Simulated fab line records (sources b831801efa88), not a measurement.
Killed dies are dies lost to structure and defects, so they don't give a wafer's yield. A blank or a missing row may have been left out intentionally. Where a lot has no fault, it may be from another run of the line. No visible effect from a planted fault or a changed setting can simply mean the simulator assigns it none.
fab line records	flow gf180mcu
record lots=13	wafers=39	last-day=34
route steps=602 shown MVPSD@86 PSD@258 SAB@264 SALICIDE@286
lots that met no fault: taken from a fault-free run of the same line
start-h: start of the lot's first displayed wafer, in hours after the record's first day	wait-h: time in hours since the lot's previous step	" unchanged from the row above	L1.1+2: a row that stands for several wafers	- no value, or no start given	* or withheld: withheld	< > ~ a bound
route shown NAME@n: a module of which the file shows steps, and the number in the route of the first	usual: average and standard deviation across the fault-free wafers	same: alike in all rows	chamber/n: place in a boat	sites: the reading at each site	_std_site: how widely they spread, as a standard deviation	_edge_site: outer sites' mean less inner sites'	radius-mm: for every site, how far away it sits from the centre of the wafer	mask NAME#n: copy n	behind: the last tool/chamber to shape the wafer	hold: what put the lot on hold/how long, in hours/how the hold closed	device: the transistor (n, p or np) that didn't switch	end of line: tests of these same wafers at the route's end	a step without rows: its recipe alone	killed: dies that structure and defects cost at the first sort, which is not the same as the wafer's yield	map: the dies of a wafer, with x for killed, . for not killed, _ for no die there
set.NAME: the setting the step ran with; set.NAME@STEP: the setting that earlier step ran with	model.NAME: the simulator's own value behind a step, which no gauge read
route steps across a sampled set of lots; one table per step, one row per wafer
services: when a tool's chamber went out of use (start-h, in hours from the record's first day, below 0 if earlier), for how many hours, and the reason
## steps
# step GF_MVPSD_IMPLANT_08
# recipe species=B	energy-kev=170	dose-cm2=1.5e+13	tilt-deg=0
# usual beam-energy-keV=170.00/0.054
lot.wafer	tool	chamber	start-h	wait-h	beam-energy-keV
L625.4	implanter-03	0	94.66	0.1	170.13
L625.5	"	0	"	"	170.06
L625.6	"	0	"	"	170.02
L627.3	implanter-04	0	104.29	0.1	170.02
L627.5	"	0	"	"	170.01
L627.6	"	0	"	"	170.07
L628.4	implanter-03	0	122.82	0.1	170.02
L628.5	"	0	"	"	170.05
L628.6	"	0	"	"	169.96
L630.2	implanter-03	0	132.62	0.0	170.14
L630.4	"	0	"	"	170.05
L630.5	"	0	"	"	170.04
L631.1	implanter-01	0	144.40	0.0	169.98
L631.3	"	0	"	"	169.99
L631.4	"	0	"	"	170.00
L633.2	implanter-03	0	150.17	0.0	170.02
L633.4	"	0	"	"	170.04
L633.5	"	0	"	"	169.97
L632.1	implanter-04	0	151.09	0.0	170.06
L632.4	"	0	"	"	169.96
L632.6	"	0	"	"	170.03
L634.3	implanter-03	0	161.69	0.1	169.91
L634.4	"	0	"	"	170.00
L634.5	"	0	"	"	169.98
L638.4	implanter-03	0	175.97	0.1	194.83
L638.5	"	0	"	"	194.86
L638.6	"	0	"	"	194.88
L639.1	implanter-03	0	182.54	0.0	195.03
L639.2	"	0	"	"	194.99
L639.4	"	0	"	"	195.01
L642.1	implanter-01	0	197.94	0.0	169.96
L642.2	"	0	"	"	169.99
L642.6	"	0	"	"	169.98
L647.2	implanter-04	0	229.52	0.0	170.02
L647.4	"	0	"	"	170.00
L647.6	"	0	"	"	170.04
L648.1	implanter-04	0	233.74	0.0	169.93
L648.2	"	0	"	"	169.99
L648.5	"	0	"	"	170.01
# step GF_VT_IMPLANT_RS_MEAS_49
# recipe thk-meas-gauge=four-point-probe
# usual MVPSD_RS=1168/3.3
lot.wafer	tool	chamber	start-h	wait-h	MVPSD_RS[ohm/sq]
L625.4	film-metro-04	-	154.09	0.1	1166
L625.5	"	-	"	"	1165
L625.6	"	-	"	"	1167
L627.3	film-metro-01	-	166.36	0.1	1170
L627.5	"	-	"	"	1170
L627.6	"	-	"	"	1173
L628.4	film-metro-03	-	187.95	0.1	1167
L628.5	"	-	"	"	1168
L628.6	"	-	"	"	1169
L630.2	film-metro-03	-	197.84	0.1	1167
L630.4	"	-	"	"	1169
L630.5	"	-	"	"	1169
L631.1	film-metro-04	-	211.88	0.1	1169
L631.3	"	-	"	"	1165
L631.4	"	-	"	"	1165
L633.2	film-metro-01	-	217.04	0.1	1173
L633.4	"	-	"	"	1172
L633.5	"	-	"	"	1172
L632.1	film-metro-04	-	218.11	0.1	1171
L632.4	"	-	"	"	1172
L632.6	"	-	"	"	1172
L634.3	film-metro-01	-	230.27	0.1	1172
L634.4	"	-	"	"	1170
L634.5	"	-	"	"	1171
L638.4	film-metro-01	-	246.23	0.1	1144
L638.5	"	-	"	"	1144
L638.6	"	-	"	"	1145
L639.1	film-metro-01	-	254.27	0.1	1140
L639.2	"	-	"	"	1139
L639.4	"	-	"	"	1139
L642.1	film-metro-03	-	272.38	0.1	1166
L642.2	"	-	"	"	1169
L642.6	"	-	"	"	1168
L647.2	film-metro-04	-	307.23	0.1	1169
L647.4	"	-	"	"	1171
L647.6	"	-	"	"	1174
L648.1	film-metro-04	-	312.91	0.1	1168
L648.2	"	-	"	"	1171
L648.5	"	-	"	"	1173
# step GF_PSD_STRIP_10
# recipe chemistry=O2/N2	power-w=1400	pressure-mtorr=1500	platen-temp-c=250	o2-flow-sccm=3000	n2-flow-sccm=300	overash-fraction=0.5
# usual chamber-pressure-mTorr=1500.2/1.4	drypump-motor-current-A=5.7/0.61	heater-power-w=331/32	o2-flow-sccm=3002/9.1	oes-product-au=0.593/0.0048	strip-time-to-endpoint-s=16.54/0.035
lot.wafer	tool	chamber	start-h	wait-h	chamber-pressure-mTorr	drypump-motor-current-A	heater-power-w	o2-flow-sccm	oes-product-au	rf-hours-counter-h	strip-time-to-endpoint-s
L625.4	plasma-asher-04	1	310.19	0.1	1500.1	5.3	299	2994	0.592	-	16.51
L625.5	"	1	"	"	1501.4	5.2	296	2998	0.593	-	16.54
L625.6	"	0	"	"	1500.4	5.2	304	2991	0.594	-	16.57
L627.3	plasma-asher-01	0	325.41	0.1	1502.0	5.6	291	2986	0.590	-	16.51
L627.5	"	1	"	"	1499.9	6.1	373	2991	0.593	-	16.58
L627.6	"	0	"	"	1498.2	5.6	294	2995	0.594	-	16.54
L628.4	plasma-asher-01	1	354.71	0.1	1501.1	6.1	368	2990	0.591	-	16.48
L628.5	"	1	"	"	1499.4	6.1	366	3000	0.594	-	16.54
L628.6	"	0	"	"	1499.5	5.6	296	3014	0.591	-	16.51
L630.2	plasma-asher-02	0	370.71	0.1	1499.8	5.4	348	2995	0.588	75	16.52
L630.4	"	0	"	"	1500.7	5.4	348	3003	0.588	-	16.54
L630.5	"	1	"	"	1500.4	6.8	391	3035	0.595	-	16.54
L631.1	plasma-asher-02	1	384.34	0.1	1499.8	6.7	382	2997	0.595	76	16.60
L631.3	"	1	"	"	1496.0	6.8	386	2998	0.596	-	16.52
L631.4	"	0	"	"	1498.3	5.4	344	2999	0.587	-	16.50
L633.2	plasma-asher-02	1	393.55	0.1	1498.7	6.8	388	2991	0.589	76	16.57
L633.4	"	1	"	"	1500.7	6.8	393	3011	0.594	-	16.52
L633.5	"	0	"	"	1499.9	5.4	350	2984	0.586	-	16.52
L632.1	plasma-asher-02	0	396.46	0.1	1498.5	5.4	335	2992	0.597	77	16.55
L632.4	"	0	"	"	1501.7	5.4	350	2997	0.600	-	16.55
L632.6	"	0	"	"	1498.4	5.4	340	2990	0.587	-	16.55
L634.3	plasma-asher-04	1	408.82	0.1	1497.9	5.2	300	2986	0.595	-	16.54
L634.4	"	0	"	"	1499.8	5.2	310	2995	0.596	-	16.53
L634.5	"	1	"	"	1499.9	5.2	296	3002	0.584	-	16.54
L638.4	plasma-asher-04	1	429.19	0.1	1497.6	5.3	304	2992	0.599	-	16.52
L638.5	"	0	"	"	1501.4	5.2	311	2998	0.588	-	16.51
L638.6	"	1	"	"	1500.4	5.3	301	2989	0.596	-	16.53
L639.1	plasma-asher-04	1	438.92	0.1	1502.8	5.2	306	2986	0.591	77	16.55
L639.2	"	0	"	"	1500.4	5.2	308	2990	0.589	77	16.60
L639.4	"	1	"	"	1501.2	5.2	308	3003	0.591	-	16.59
L642.1	plasma-asher-04	1	461.10	0.1	1499.6	5.2	299	2993	0.588	80	16.58
L642.2	"	0	"	"	1498.7	5.2	309	2996	0.594	80	16.59
L642.6	"	0	"	"	1499.2	5.2	307	3008	0.594	-	16.55
L647.2	plasma-asher-04	1	502.06	0.1	1501.0	5.2	300	2999	0.591	85	16.52
L647.4	"	1	"	"	1501.3	5.3	300	2999	0.588	-	16.52
L647.6	"	0	"	"	1499.3	5.2	312	3013	0.591	-	16.51
L648.1	plasma-asher-04	0	510.12	0.1	1499.4	5.2	312	2994	0.590	86	16.50
L648.2	"	1	"	"	1500.2	5.2	300	2998	0.595	86	16.48
L648.5	"	1	"	"	1499.3	5.2	308	3000	0.586	-	16.44
# step GF_SAB_CVD_00
# recipe material=SiO2	target-thk-nm=50	precursor=TEOS	temp-c=400	time-s=4.9302	rf-w=600
# usual heater-power-w=653/110
lot.wafer	tool	chamber	start-h	wait-h	heater-power-w
L625.4	pecvd-04	0	310.70	0.0	655
L625.5	"	1	"	"	642
L625.6	"	2	"	"	553
L627.3	pecvd-01	1	325.92	0.1	516
L627.5	"	0	"	"	520
L627.6	"	1	"	"	514
L628.4	pecvd-01	1	355.22	0.0	472
L628.5	"	0	"	"	632
L628.6	"	2	"	"	655
L630.2	pecvd-02	2	371.25	0.1	710
L630.4	"	0	"	"	866
L630.5	"	2	"	"	713
L631.1	pecvd-01	2	384.88	0.1	769
L631.3	"	0	"	"	614
L631.4	"	1	"	"	493
L633.2	pecvd-02	1	394.15	0.1	670
L633.4	"	1	"	"	661
L633.5	"	0	"	"	859
L632.1	pecvd-01	1	396.99	0.1	547
L632.4	"	2	"	"	767
L632.6	"	1	"	"	538
L634.3	pecvd-04	1	409.33	0.1	666
L634.4	"	0	"	"	581
L634.5	"	2	"	"	615
L638.4	pecvd-02	2	429.70	0.0	628
L638.5	"	0	"	"	899
L638.6	"	1	"	"	708
L639.1	pecvd-02	2	439.46	0.1	706
L639.2	"	0	"	"	912
L639.4	"	0	"	"	899
L642.1	pecvd-02	2	461.64	0.1	673
L642.2	"	1	"	"	632
L642.6	"	0	"	"	834
L647.2	pecvd-04	2	502.60	0.1	588
L647.4	"	1	"	"	625
L647.6	"	0	"	"	604
L648.1	pecvd-02	0	510.66	0.1	925
L648.2	"	2	"	"	733
L648.5	"	0	"	"	897
# step GF_SALICIDE_RTA_08
# recipe temp-c=800	time-s=30	ambient=N2
# usual lamp-power-pct=16.3/1.4	wafer_temp_C_max=803.0/0.65
lot.wafer	tool	chamber	start-h	wait-h	lamp-power-pct	wafer_temp_C_max
L625.4	rtp-anneal-02	0	332.67	0.1	17.4	802.4
L625.5	"	0	"	"	17.4	803.2
L625.6	"	0	"	"	17.4	803.2
L627.3	rtp-anneal-02	0	348.20	0.0	17.4	802.2
L627.5	"	0	"	"	17.4	803.0
L627.6	"	0	"	"	17.4	802.1
L628.4	rtp-anneal-02	0	379.04	0.1	17.4	802.8
L628.5	"	0	"	"	17.4	802.4
L628.6	"	0	"	"	17.4	803.4
L630.2	rtp-anneal-01	0	394.60	0.0	14.4	802.6
L630.4	"	0	"	"	14.4	802.3
L630.5	"	0	"	"	14.4	802.2
L631.1	rtp-anneal-02	0	407.94	0.0	17.4	803.2
L631.3	"	0	"	"	17.4	802.5
L631.4	"	0	"	"	17.4	803.2
L633.2	rtp-anneal-02	0	418.56	0.0	17.4	803.9
L633.4	"	0	"	"	17.4	803.6
L633.5	"	0	"	"	17.4	803.4
L632.1	rtp-anneal-01	0	421.17	0.0	14.4	802.1
L632.4	"	0	"	"	14.4	803.3
L632.6	"	0	"	"	14.4	802.2
L634.3	rtp-anneal-01	0	433.46	0.0	14.4	802.3
L634.4	"	0	"	"	14.4	802.8
L634.5	"	0	"	"	14.4	804.1
L638.4	rtp-anneal-02	0	455.17	0.1	17.4	803.6
L638.5	"	0	"	"	17.4	802.1
L638.6	"	0	"	"	17.4	802.7
L639.1	rtp-anneal-02	0	464.33	0.0	17.4	802.1
L639.2	"	0	"	"	17.4	802.2
L639.4	"	0	"	"	17.4	802.4
L642.1	rtp-anneal-01	0	486.24	0.0	14.5	803.1
L642.2	"	0	"	"	14.4	803.4
L642.6	"	0	"	"	14.4	802.3
L647.2	rtp-anneal-01	0	526.77	0.0	14.4	803.7
L647.4	"	0	"	"	14.4	804.9
L647.6	"	0	"	"	14.4	802.8
L648.1	rtp-anneal-02	0	534.57	0.0	17.4	804.3
L648.2	"	0	"	"	17.4	803.0
L648.5	"	0	"	"	17.4	802.8
## services
tool	chamber	start-h	hours	kind
plasma-asher-02	-	73.50	2.8	pm
plasma-asher-04	-	85.24	10.1	repair
pecvd-01	-	105.24	6.0	pm
implanter-03	-	151.49	3.5	pm
pecvd-02	-	160.62	14.0	pm
implanter-03	-	186.48	9.3	repair
implanter-04	-	196.02	1.5	repair
pecvd-02	0	224.36	4.7	repair
implanter-03	-	226.73	1.7	repair
plasma-asher-04	-	246.49	1.4	repair
implanter-03	-	280.29	11.2	pm
pecvd-01	-	293.70	1.9	repair
implanter-03	-	298.03	118.4	pm
pecvd-01	2	324.81	5.7	repair
pecvd-02	2	325.50	19.0	repair
rtp-anneal-02	-	364.67	1.8	pm
plasma-asher-04	-	388.78	1.6	repair
pecvd-02	-	444.39	2.8	repair
implanter-03	-	444.76	1.4	repair
pecvd-02	0	447.86	9.0	repair
pecvd-02	-	472.16	28.1	pm
implanter-03	-	507.00	2.6	pm
implanter-03	-	509.87	6.1	repair
pecvd-02	2	524.13	9.1	repair
## key
first-sign step=GF_MVPSD_IMPLANT_08	reading=beam-energy-keV	direction=up	sigmas=99+	usual=170.00	struck=194.93
effect step=GF_VT_IMPLANT_RS_MEAS_49	reading=MVPSD_RS	direction=down	sigmas=8.1	usual=1168	struck=1142
met-at GF_MVPSD_IMPLANT_08
struck-lots L638,L639
tester-left-out L638,L639
not-acting-at GF_PSD_STRIP_10,GF_SAB_CVD_00,GF_SALICIDE_RTA_08
onset-between 161.69 175.97
fault kind=process-parameter-drift	tool=implanter-03	chamber=-	onset-h=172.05	steps=GF_MVPSD_IMPLANT_08	channel=energy-kev	offset=24.946	shape=step	end-h=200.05	acts-in=these-recipes-only	stated=170
# tester-left-out: of these lots the tester's yield and bins aren't shown, on N5 and GAA mostly nor the transistor test; their killed dies are dies lost to structure and defects alone, not to doping, threshold or leakage, so they don't give the yield
